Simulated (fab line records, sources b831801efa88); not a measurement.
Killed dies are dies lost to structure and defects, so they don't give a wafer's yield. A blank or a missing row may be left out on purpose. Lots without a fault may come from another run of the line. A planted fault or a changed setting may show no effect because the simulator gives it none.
Which tool did it? | flow gf180mcu | 14 lots, 42 wafers sampled, at 4 steps of a route of 602

WHAT THE GAUGES READ, wafer by wafer
GF_M3_THK_MEAS_06: measures by xrf. Usual: M3_ALCU_THK 450 nm, standard deviation 6.
lot  | measured     | on            | M3_ALCU_THK (nm) | flag
L948 | day 20 11:00 | film_metro-01 | 450 442 447      |
L949 | day 20 20:10 | film_metro-01 | 448 447 444      |
L952 | day 22 01:06 | film_metro-04 | 451 450 452      |
L953 | day 22 11:53 | film_metro-03 | 444 450 450      |
L954 | day 22 18:31 | film_metro-03 | 452 452 457      |
L956 | day 23 12:18 | film_metro-01 | 448 443 444      |
L957 | day 23 21:10 | film_metro-04 | 456 447 454      |
L958 | day 24 09:55 | film_metro-03 | 452 453 462      |
L960 | day 25 01:06 | film_metro-01 | 457 451 452      |
L961 | day 25 10:50 | film_metro-03 | 446 452 450      |
L966 | day 27 00:58 | film_metro-03 | 446 445 441      |

GF_V3_THK_MEAS_01. Usual: V3_CVD_00_THK 604 nm, standard deviation 7.4.
lot  | measured     | on            | V3_CVD_00_THK (nm) | flag
L948 | day 21 13:14 | film_metro-04 | 607 599 595        |
L949 | day 21 21:20 | film_metro-04 | 601 603 611        |
L952 | day 23 01:00 | film_metro-03 | 599 597 592        |
L953 | day 23 12:14 | film_metro-04 | 619 601 610        |
L954 | day 23 18:04 | film_metro-02 | 608 596 609        |
L956 | day 24 11:41 | film_metro-04 | 611 597 600        |
L957 | day 24 20:29 | film_metro-04 | 616 598 604        |
L958 | day 25 08:40 | film_metro-02 | 604 604 609        |
L960 | day 25 23:35 | film_metro-03 | 595 615 599        |
L961 | day 26 08:13 | film_metro-03 | 619 605 614        |
L966 | day 27 21:51 | film_metro-02 | 601 595 590        |

WHICH TOOL RAN EACH LOT (tool, then ch and the chambers of the sampled wafers, then the start)
lot  | GF_HV_LDD_ETCHBACK_58              | GF_M3_SPUTTER_02
L948 | rie_diel-02 ch 0,1, day 12 14:25   | pvd_sputter-01, day 20 10:47
L949 | rie_diel-02 ch 1,2,3, day 12 20:55 | pvd_sputter-03, day 20 19:56
L952 | rie_diel-03 ch 1,2,3, day 13 22:46 | pvd_sputter-01, day 22 00:53
L953 | rie_diel-03 ch 0,1,2, day 14 08:17 | pvd_sputter-03, day 22 11:41
L954 | rie_diel-02 ch 0,1,2, day 14 13:50 | pvd_sputter-01, day 22 18:19
L956 | rie_diel-03 ch 0,1, day 15 06:02   | pvd_sputter-03, day 23 12:05
L957 | rie_diel-02 ch 0,1,2, day 15 12:19 | pvd_sputter-03, day 23 20:56
L958 | rie_diel-02 ch 1,3, day 16 03:16   | pvd_sputter-03, day 24 09:41
L960 | rie_diel-02 ch 0,2,3, day 16 17:22 | pvd_sputter-01, day 25 00:53
L961 | rie_diel-04 ch 0,1,2, day 17 03:50 | pvd_sputter-03, day 25 10:38
L962 | rie_diel-03 ch 0,1,2, day 17 10:49 | -
L963 | rie_diel-03 ch 0,3, day 17 16:28   | -
L964 | rie_diel-02 ch 0,1,3, day 18 02:32 | -
L966 | rie_diel-03 ch 0,1,3, day 18 21:56 | pvd_sputter-02, day 27 00:44
- GF_HV_LDD_ETCHBACK_58: etches Si3N4 in CH3F/O2, stops on SiO2, time 100 s, target depth 90 nm.
- GF_M3_SPUTTER_02: material AlCu, target thk 450 nm, time 23.9 s.

WHAT THE TOOLS THEMSELVES READ (means of the sampled wafers that have a number; where no wafer has one, the mark that the record gives instead)
GF_HV_LDD_ETCHBACK_58. Usual: O2_flow_sccm 29.99 sccm, standard deviation 0.097; bias_w 79.97 W, standard deviation 0.23; drypump_motor_current_A 5.6 A, standard deviation 0.48; oes_product_au 0.843 a.u., standard deviation 0.0067; rf_fwd_power_W 398.0 W, standard deviation 1.5; throttle_valve_pct 10.561 %, standard deviation 0.009.
lot  | tool        | O2_flow_sccm (sccm) | bias_w (W) | drypump_motor_current_A (A) | oes_product_au (a.u.) | rf_fwd_power_W (W) | throttle_valve_pct (%) | flag
L948 | rie_diel-02 | 30.02               | 80.02      | 5.7                         | 0.843                 | 398.6              | 10.560                 |
L949 | rie_diel-02 | 29.88               | 80.07      | 5.6                         | 0.841                 | 397.9              | 10.558                 |
L952 | rie_diel-03 | 29.96               | 80.02      | 5.7                         | 0.840                 | 398.7              | 10.569                 |
L953 | rie_diel-03 | 30.09               | 79.92      | 6.0                         | 0.842                 | 396.6              | 10.556                 |
L954 | rie_diel-02 | 29.99               | 79.98      | 5.4                         | 0.839                 | 398.7              | 10.559                 |
L956 | rie_diel-03 | 30.01               | 80.03      | 5.8                         | 0.845                 | 396.5              | 10.568                 |
L957 | rie_diel-02 | 30.04               | 79.90      | 5.4                         | 0.843                 | 397.9              | 10.567                 |
L958 | rie_diel-02 | 29.90               | 80.01      | 6.0                         | 0.844                 | 397.4              | 10.554                 |
L960 | rie_diel-02 | 30.09               | 80.10      | 5.4                         | 0.838                 | 397.5              | 10.561                 |
L961 | rie_diel-04 | 30.07               | 79.95      | 5.7                         | 0.850                 | 398.9              | 10.564                 |
L962 | rie_diel-03 | -                   | -          | -                           | -                     | -                  | -                      | OFF
L963 | rie_diel-03 | -                   | -          | -                           | -                     | -                  | -                      | OFF
L964 | rie_diel-02 | -                   | -          | -                           | -                     | -                  | -                      | OFF
L966 | rie_diel-03 | 29.93               | 80.05      | 5.5                         | 0.847                 | 398.3              | 10.556                 |

GF_M3_SPUTTER_02. Usual: throttle_valve_pct 29.7 %, standard deviation 0.83.
lot  | tool           | throttle_valve_pct (%) | flag
L948 | pvd_sputter-01 | 28.9                   |
L949 | pvd_sputter-03 | 29.7                   |
L952 | pvd_sputter-01 | 29.7                   |
L953 | pvd_sputter-03 | 29.8                   |
L954 | pvd_sputter-01 | 29.3                   |
L956 | pvd_sputter-03 | 29.4                   |
L957 | pvd_sputter-03 | 29.2                   |
L958 | pvd_sputter-03 | 29.4                   |
L960 | pvd_sputter-01 | 30.4                   |
L961 | pvd_sputter-03 | 29.9                   |
L966 | pvd_sputter-02 | 29.5                   |

THE ANSWER, worked out from the rows above alone
Rule: a lot is off if the mean of its wafers that have a number lies more than 3 standard deviations from the usual mean. A lot without any number at a reading at which 4 lots or more have one is off too. The other lots that the step has rows for count as sound. The gauges are gone through in route order, then the tools' own readings, and for those a lot's mean is taken as printed above. The first step at which some lot is off is used, and at that step the reading that is off furthest; a lot without a number counts as furthest.
Off: L962, L963, L964, at GF_HV_LDD_ETCHBACK_58 (O2_flow_sccm). Without a number there: L962, L963, L964.
A tool fits if, at that step or a process step before it, it ran every lot that is off, and no sound lot after the first of them. None of those tried fits.

WHAT THE SIMULATOR HAD PUT IN
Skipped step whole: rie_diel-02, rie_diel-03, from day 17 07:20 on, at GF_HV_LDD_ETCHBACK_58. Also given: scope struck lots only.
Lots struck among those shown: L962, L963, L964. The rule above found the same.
